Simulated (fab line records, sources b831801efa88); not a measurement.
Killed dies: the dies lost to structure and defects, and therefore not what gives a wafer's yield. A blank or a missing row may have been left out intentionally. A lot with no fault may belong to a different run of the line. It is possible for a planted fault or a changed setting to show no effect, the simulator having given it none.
Struck lot and sound lot, side by side | flow sky130 | 17 out of 708 route steps
Sound: wafers L394.2, L394.3, L394.6. Wafers struck: L399.2, L399.3, L399.6. The cause is named last.
Per side, at each step with rows, come the tool, then ch with its chambers, and then its first start. Under that, the readings that differ: sound wafers | struck wafers | difference of the means | sigmas: that difference in standard deviations of wafers without a fault.
alike: words and numbers the same on both sides, and readings whose means are apart by under 2 such deviations; not compared: readings that were withheld, readings missing a value for some wafer, numbers with overlapping values and no deviation given by the record, and bounds like >300 which may hide the same value.
The two part at a step that has a row with sigmas, a row that says differs or no value, or rows on one side only. When numbers do not overlap yet have no deviation, they are printed without sigmas and do not part them. A reading missing from all wafers of one side parts the sides only when that side holds two or more wafers.

SKY_LDD_P_OVL_MEAS_08:
  sound: overlay-02 at day 21 05:13; struck: overlay-01 at day 22 23:58
  alike: LDD_P_OVL
next, for these wafers, 1 step has no rows: SKY_LDD_P_IMPLANT_09.
SKY_LDD_P_STRIP_10: strips in O2/N2.
  sound on plasmaAsher-02 ch 0,1, day 21 05:23; struck on plasmaAsher-01 ch 0,1, day 23 00:08
  alike: drypumpMotorCurrentA, oesProductAu, stripTimeToEndpointS
  not compared: rfHoursCounterH
SKY_LDD_P_TW_MEAS_11:
  sound: filmMetro-01 at day 21 05:30; struck: filmMetro-02 at day 23 00:15
  alike: LDD_P_TW
then, 7 steps without rows for these wafers: SKY_LDD_HVN_DEHYDRATE_00 (time 60 s); SKY_LDD_HVN_HMDS_01 (prime time 60 s); SKY_LDD_HVN_COAT_02 (resist thk 300 nm); SKY_LDD_HVN_SOFTBAKE_03 (time 60 s); SKY_LDD_HVN_EXPOSE_04 (exposes mask HVNTM, target cd 700 nm); SKY_LDD_HVN_PEB_05; SKY_LDD_HVN_DEVELOP_06 (develop time 60 s).
SKY_LDD_HVN_OVL_MEAS_07:
  sound: overlay-02 at day 22 12:29; struck: overlay-02 at day 24 07:00
  alike: LDD_HVN_OVL
SKY_LDD_HVN_IMPLANT_08:
  sound on implanter-04 ch 0, day 22 12:32; struck on implanter-04 ch 0, day 24 07:04
reading           | sound                | struck            | difference | sigmas
tiltDeg (degrees) | 39.987 40.007 39.985 | 0.024 0.013 0.001 | -39.980    | -99 or more
  alike: beamOnS
SKY_LDD_HVN_STRIP_09: strips in O2/N2.
  sound on plasmaAsher-01 ch 1, day 22 12:40; struck on plasmaAsher-01 ch 0,1, day 24 07:11
reading                  | sound             | struck            | difference | sigmas
stripTimeToEndpointS (s) | 4.099 4.116 4.123 | 4.151 4.132 4.156 | +0.034     | +2
  alike: drypumpMotorCurrentA, oesProductAu
  not compared: rfHoursCounterH
SKY_LDD_HVN_TW_MEAS_10:
  sound: filmMetro-04 at day 22 12:47; struck: filmMetro-04 at day 24 07:17
reading    | sound          | struck         | difference | sigmas
LDD_HVN_TW | 1466 1458 1460 | 1295 1301 1308 | -160       | -22
then, 1 step without rows for these wafers: SKY_LDD_HVP_DEHYDRATE_00 (time 60 s).
-- record jumps: 24 days separate the struck wafers' starts on either side; left off in module LDD_HVP, taken up again in module PAD_OPEN, whose first shown step is the route's number 708 --
SKY_PAD_OPEN_PROBE_99:
  sound: prober-01 at day 47 07:31; struck: prober-02 at day 48 12:07
reading                              | sound                | struck               | difference | sigmas
model.etest.tip_n_5v.rsOhmSq         | 1389 1400 1392       | 980.3 975.1 977.2    | -416.1     | 
model.etest.nfetG5v0d10v5.rOnOhmUm   | 1857 1876 1899       | 1804 1812 1817       | -66        | 
model.etest.nfetG5v0d10v5.driveUaUm  | 609.5 599.8 598.9    | 629.6 629.3 620.6    | +23.8      | 
model.etest.resNdiffHv.rsOhmSq       | 113.5 113.8 113.6    | 109.2 110.1 109.9    | -3.9       | 
model.etest.nfetG5v0d10v5.vtSatV (V) | 0.7692 0.7663 0.7603 | 0.7424 0.7289 0.7375 | -0.0290    | 
  alike: killed_at_M0_to_M3, killed_at_M4_up, killedAtContacts, killedAtFrontEnd, killedAtOther, killedDies, killedOpen, killedShort
  not compared: model.etest.ring_5v.delayPs

WHERE THEY PART
Earliest at SKY_LDD_HVN_IMPLANT_08; latest, in this record, at SKY_LDD_HVN_TW_MEAS_10. Later steps at which nothing parts them and some readings are alike: SKY_PAD_OPEN_PROBE_99.

WHY: whatever the simulator had introduced
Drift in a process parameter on implanter-04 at SKY_LDD_HVN_IMPLANT_08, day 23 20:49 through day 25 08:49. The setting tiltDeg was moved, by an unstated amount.
